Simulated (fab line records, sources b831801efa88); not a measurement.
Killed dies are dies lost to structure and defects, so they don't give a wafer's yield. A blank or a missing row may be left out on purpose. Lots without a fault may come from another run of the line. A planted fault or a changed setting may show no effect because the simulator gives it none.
Which tool did it? | flow gf180mcu | 13 lots, 38 wafers sampled, at 5 steps of a route of 602

WHAT THE GAUGES READ, wafer by wafer
GF_VT_IMPLANT_TW_MEAS_21.
lot  | measured     | on            | VT_IMPLANT_2_TW
L834 | day 6 12:07  | film_metro-03 | 1206 1207 1197
L835 | day 6 18:19  | film_metro-03 | 1201 1204 1203
L837 | day 7 09:00  | film_metro-03 | 1214 1202 1217
L839 | day 7 23:24  | film_metro-03 | 1212 1206 1210
L840 | day 8 04:32  | film_metro-04 | 1222 1223 1229
L843 | day 8 19:43  | film_metro-03 | 1206 1207 1210
L844 | day 9 05:14  | film_metro-04 | 1222 1222 1217
L845 | day 9 10:56  | film_metro-03 | 1196 1193 1201
L851 | day 11 02:04 | film_metro-03 | 1206 1210
L853 | day 11 16:20 | film_metro-04 | 1228 1221 1222
L854 | day 11 18:31 | film_metro-03 | 1202 1199 1196
L855 | day 11 22:53 | film_metro-03 | 1202 1205 1204
L856 | day 12 15:13 | film_metro-03 | 1209 1216 1207

GF_PSD_OVL_MEAS_08.
lot  | measured     | on         | PSD_OVL (nm)
L834 | day 14 18:59 | overlay-02 | -0.5 -0.4 -0.8
L835 | day 15 00:53 | overlay-02 | 3.8 3.6 4.0
L837 | day 15 18:48 | overlay-01 | 2.6 0.7 2.0
L839 | day 16 13:14 | overlay-02 | 3.8 3.4 3.1
L840 | day 16 18:26 | overlay-02 | 2.3 2.7 1.2
L843 | day 17 20:49 | overlay-01 | 2.4 0.4 1.1
L844 | day 18 03:47 | overlay-02 | 1.1 1.5 1.0
L845 | day 18 11:08 | overlay-01 | -0.2 -1.5 -0.3
L851 | day 20 18:38 | overlay-02 | 1.1 -1.5
L853 | day 21 08:40 | overlay-02 | 0.3 -1.9 -0.5
L854 | day 21 10:31 | overlay-02 | 0.1 -1.3 -0.4
L855 | day 21 18:56 | overlay-02 | 4.4 3.7 4.7
L856 | day 22 13:05 | overlay-01 | 1.6 -1.1 0.1

WHICH TOOL RAN EACH LOT (tool, then ch and the chambers of the sampled wafers, then the start)
lot  | GF_MVSD_COAT_02                  | GF_MVSD_STRIP_10                     | GF_VT_IMPLANT_STRIP_20
L834 | litho_track-03 ch 0, day 4 09:46 | plasma_asher-04 ch 0,1, day 4 17:14  | plasma_asher-03 ch 0,1, day 6 12:02
L835 | litho_track-04 ch 0, day 4 14:18 | plasma_asher-01 ch 1, day 4 22:05    | plasma_asher-04 ch 0,1, day 6 18:12
L837 | litho_track-02 ch 0, day 5 03:13 | plasma_asher-02 ch 0,1, day 5 11:00  | plasma_asher-04 ch 0, day 7 08:54
L839 | litho_track-03 ch 0, day 5 16:02 | plasma_asher-01 ch 0,1, day 6 00:03  | plasma_asher-02 ch 0, day 7 23:17
L840 | litho_track-04 ch 0, day 5 21:55 | plasma_asher-04 ch 0,1, day 6 05:58  | plasma_asher-02 ch 0, day 8 04:26
L843 | litho_track-02 ch 0, day 6 11:43 | plasma_asher-04 ch 0,1, day 6 19:56  | plasma_asher-03 ch 0,1, day 8 19:37
L844 | litho_track-04 ch 0, day 6 20:10 | plasma_asher-04 ch 0,1, day 7 04:39  | plasma_asher-03 ch 0,1, day 9 05:08
L845 | litho_track-02 ch 0, day 7 01:13 | plasma_asher-04 ch 0,1, day 7 09:21  | plasma_asher-04 ch 0,1, day 9 10:50
L851 | litho_track-02 ch 0, day 8 13:48 | plasma_asher-01 ch 0,1, day 8 22:16  | plasma_asher-03 ch 0,1, day 11 01:59
L853 | litho_track-02 ch 0, day 9 00:18 | plasma_asher-01 ch 0,1, day 9 09:29  | plasma_asher-04 ch 0,1, day 11 16:14
L854 | litho_track-04 ch 0, day 9 02:40 | plasma_asher-01 ch 0,1, day 9 11:56  | plasma_asher-03 ch 1, day 11 18:25
L855 | litho_track-03 ch 0, day 9 06:49 | plasma_asher-02 ch 0,1, day 9 16:34  | plasma_asher-04 ch 0,1, day 11 22:47
L856 | litho_track-04 ch 0, day 9 21:42 | plasma_asher-01 ch 0,1, day 10 06:23 | plasma_asher-03 ch 0,1, day 12 15:06
- GF_MVSD_COAT_02: resist thk 3000 nm.
- GF_MVSD_STRIP_10: strips in O2/N2.
- GF_VT_IMPLANT_STRIP_20: strips in O2/N2.

WHAT THE TOOLS THEMSELVES READ (means of the sampled wafers that have a number; where no wafer has one, the mark that the record gives instead)
GF_MVSD_STRIP_10.
lot  | tool            | chamber_pressure_mTorr (mTorr) | drypump_motor_current_A (A) | heater_power_w (W) | oes_product_au (a.u.) | strip_time_to_endpoint_s (s)
L834 | plasma_asher-04 | 1499.6                         | 5.7                         | 304                | 0.724                 | 37.06
L835 | plasma_asher-01 | 1501.1                         | 6.1                         | 309                | 0.721                 | 36.97
L837 | plasma_asher-02 | 1499.2                         | 6.2                         | 324                | 0.726                 | 36.93
L839 | plasma_asher-01 | 1499.0                         | 5.8                         | 314                | 0.725                 | 37.05
L840 | plasma_asher-04 | 1500.9                         | 5.9                         | 322                | 0.723                 | 36.90
L843 | plasma_asher-04 | 1499.8                         | 5.9                         | 327                | 0.723                 | 36.99
L844 | plasma_asher-04 | 1500.2                         | 5.7                         | 306                | 0.721                 | 36.96
L845 | plasma_asher-04 | 1500.0                         | 5.7                         | 306                | 0.723                 | 36.98
L851 | plasma_asher-01 | 1500.1                         | 5.9                         | 312                | 0.718                 | 19.77
L853 | plasma_asher-01 | 1499.4                         | 6.0                         | 313                | 0.720                 | 31.34
L854 | plasma_asher-01 | 1499.7                         | 5.8                         | 313                | 0.718                 | 37.04
L855 | plasma_asher-02 | 1499.2                         | 6.2                         | 321                | 0.722                 | 37.00
L856 | plasma_asher-01 | 1497.5                         | 5.8                         | 314                | 0.718                 | 36.96

GF_VT_IMPLANT_STRIP_20.
lot  | tool            | chamber_pressure_mTorr (mTorr) | drypump_motor_current_A (A) | heater_power_w (W) | oes_product_au (a.u.) | strip_time_to_endpoint_s (s)
L834 | plasma_asher-03 | 1500.2                         | 5.9                         | 285                | 0.714                 | 12.66
L835 | plasma_asher-04 | 1502.0                         | 5.7                         | 303                | 0.717                 | 12.63
L837 | plasma_asher-04 | 1500.0                         | 6.1                         | 340                | 0.715                 | 12.64
L839 | plasma_asher-02 | 1498.7                         | 6.5                         | 334                | 0.714                 | 12.64
L840 | plasma_asher-02 | 1499.6                         | 6.5                         | 329                | 0.715                 | 12.66
L843 | plasma_asher-03 | 1499.3                         | 5.9                         | 284                | 0.714                 | 12.64
L844 | plasma_asher-03 | 1499.2                         | 5.8                         | 285                | 0.717                 | 12.66
L845 | plasma_asher-04 | 1500.0                         | 5.9                         | 324                | 0.718                 | 12.62
L851 | plasma_asher-03 | 1500.8                         | 5.8                         | 280                | 0.716                 | 12.63
L853 | plasma_asher-04 | 1499.5                         | 5.9                         | 322                | 0.716                 | 12.61
L854 | plasma_asher-03 | 1500.6                         | 5.9                         | 297                | 0.710                 | 12.63
L855 | plasma_asher-04 | 1500.1                         | 5.9                         | 321                | 0.713                 | 12.63
L856 | plasma_asher-03 | 1500.6                         | 5.8                         | 291                | 0.721                 | 12.64

THE ANSWER, worked out from the rows above alone
Rule: what is usual is taken from the lots themselves. Put in order of their means at a reading, lots are off if they are a third of the lots or fewer, leave a main group of 4 or more, and stand apart from it by a gap of 3 or more times the standard deviation of the main group's means; of several such gaps the widest counts. A main group whose means are all the same, to the digits that the tables above print for the reading, isn't used. A lot without any number at a reading at which 4 lots or more have one is off too. The other lots that the step has rows for count as sound. The gauges are gone through in route order, then the tools' own readings, and for those a lot's mean is taken as printed above. The first step at which some lot is off is used, and at that step the reading that is off furthest; a lot without a number counts as furthest.
Off: L851, L853, at GF_MVSD_STRIP_10 (strip_time_to_endpoint_s). The main group: mean 36.99 s, standard deviation 0.048.
A tool fits if, at that step or a process step before it, it ran every lot that is off, and no sound lot after the first of them. One fits: litho_track-02 at GF_MVSD_COAT_02. Its last sound lot is L845 (day 7 01:13), its first lot that is off L851 (day 8 13:48): a fault that began between those two fits.

WHAT THE SIMULATOR HAD PUT IN
Process parameter drift: litho_track-02, from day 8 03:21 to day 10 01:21, at GF_MVSD_COAT_02. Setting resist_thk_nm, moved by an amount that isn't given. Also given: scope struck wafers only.
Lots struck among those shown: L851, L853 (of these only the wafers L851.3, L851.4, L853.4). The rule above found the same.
